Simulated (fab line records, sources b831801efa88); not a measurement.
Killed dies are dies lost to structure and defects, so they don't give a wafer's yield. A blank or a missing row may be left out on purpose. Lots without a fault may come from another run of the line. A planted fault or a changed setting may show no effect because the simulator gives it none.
One fault seen from 2 desks | flow sky130 | each desk has only its own numbers; what lay behind them comes last

THE TOOL OWNER'S DESK: pvd_sputter-04
The tool's own readings at SKY_METAL1_SPUTTER_01 (material TiN, target thk 20 nm, time 16.7 s): means of the sampled wafers that have a number, for each lot that ran on this tool. A lot is out of limits, marked OUT, if its mean lies more than 4 standard deviations from the usual mean; the brackets give that distance.
Columns: A = cathode_dc_power_W at SKY_METAL1_SPUTTER_01, usual 6500.2 W; B = throttle_valve_pct at SKY_METAL1_SPUTTER_01, usual 29.8 %
lot  | first seen here | A                        | B
L302 | day 32 07:05    | 6500.4                   | 28.8
L322 | day 37 19:36    | 7133.2 (+99 or more) OUT | 29.6
L323 | day 38 12:03    | 7134.6 (+99 or more) OUT | 29.7
This desk's finding: out of limits on L322, L323; first on L322, day 37 19:36 (cathode_dc_power_W at SKY_METAL1_SPUTTER_01). In limits: L302.

THE METROLOGY DESK
What the gauges read, lot by lot, whatever tool the lot ran on: means of the sampled wafers that have a number. A lot is out of limits, marked OUT, if its mean lies more than 4 standard deviations from the usual mean; the brackets give that distance.
Columns: A = CONTACT_W_RS at SKY_CONTACT_RS_MEAS_25, usual 0.337 ohm/sq; B = CONTACT_W_THK at SKY_CONTACT_THK_MEAS_26, usual 335 nm
lot  | first seen here | A     | B
L302 | day 32 06:21    | 0.332 | 347
L306 | day 33 08:03    | 0.336 | 336
L322 | day 37 19:07    | 0.340 | 333
L323 | day 38 11:34    | 0.341 | 333
L324 | day 38 13:08    | 0.338 | 330
L325 | day 38 15:11    | 0.336 | 335
This desk's finding: nothing out of limits on any of the 6 lots.

PUT TOGETHER
The tool owner's desk could have raised an alarm at day 37 19:36, on L322, L323.
The metrology desk saw nothing out of limits.
The metrology desk has L322, L323 on record, within its limits.
Of the lots named, all ran SKY_METAL1_SPUTTER_01 on pvd_sputter-04.

WHAT THE SIMULATOR HAD PUT IN
Process parameter drift: pvd_sputter-04, from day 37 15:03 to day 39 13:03, at SKY_METAL1_SPUTTER_01. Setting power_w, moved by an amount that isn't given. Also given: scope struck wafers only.
Lots struck among those shown: L322, L323.
Hours from the fault's start to each desk's first reading out of limits: the tool owner's desk, 5.
